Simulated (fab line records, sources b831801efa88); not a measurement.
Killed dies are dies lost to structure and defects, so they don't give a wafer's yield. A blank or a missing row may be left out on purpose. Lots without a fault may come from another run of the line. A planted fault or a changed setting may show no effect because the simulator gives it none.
Chamber matching | flow sky130 | SKY_CONTACT_CMP_04 on cmp-02: 4 sister chambers
The step polishes SiO2. 4 wafers are shown with their chamber, then 12 later ones without.

WAFERS WITH THEIR CHAMBER
wafer  | chamber | motor_current_A (A)
L086.2 | 3       | 10.1
L089.2 | 2       | 14.4
L089.5 | 0       | 10.1
L089.6 | 1       | 13.0

WAFERS WITHOUT THEIR CHAMBER
wafer  | motor_current_A (A)
L090.2 | 10.5
L090.4 | 10.5
L090.5 | 13.4
L092.2 | 10.7
L092.4 | 12.8
L092.6 | 14.1
L094.1 | 10.4
L094.3 | 14.0
L094.6 | 13.0
L096.3 | 10.5
L096.5 | 10.0
L096.6 | 13.4

WHICH CHAMBER EACH WENT THROUGH
wafer  | from the rows above     | in truth
L090.2 | can't be placed: 0 or 3 | 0
L090.4 | can't be placed: 0 or 3 | 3
L090.5 | can't be placed: 1 or 2 | 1
L092.2 | can't be placed: 0 or 3 | 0
L092.4 | 1                       | 1
L092.6 | 2                       | 2
L094.1 | can't be placed: 0 or 3 | 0
L094.3 | can't be placed: 2 or 1 | 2
L094.6 | 1                       | 1
L096.3 | can't be placed: 0 or 3 | 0
L096.5 | can't be placed: 0 or 3 | 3
L096.6 | can't be placed: 1 or 2 | 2
Placed correctly: 3 of 12. Can't be placed from these rows: 9 (the true chamber is among the candidates in 9). Placed wrongly: 0.
How it was worked out, from the rows above alone: a wafer's distance from a chamber is the root of the sum, over the readings, of the square of ((its reading less the chamber's mean) divided by the reading's scatter). The wafer belongs to the nearest chamber; if the next one is less than 2 further off, it can't be placed. A chamber's mean is the mean of its shown wafers. The scatter: with one shown wafer a chamber, the root of the mean of the squares of how far each hidden wafer lies from its nearest shown one.
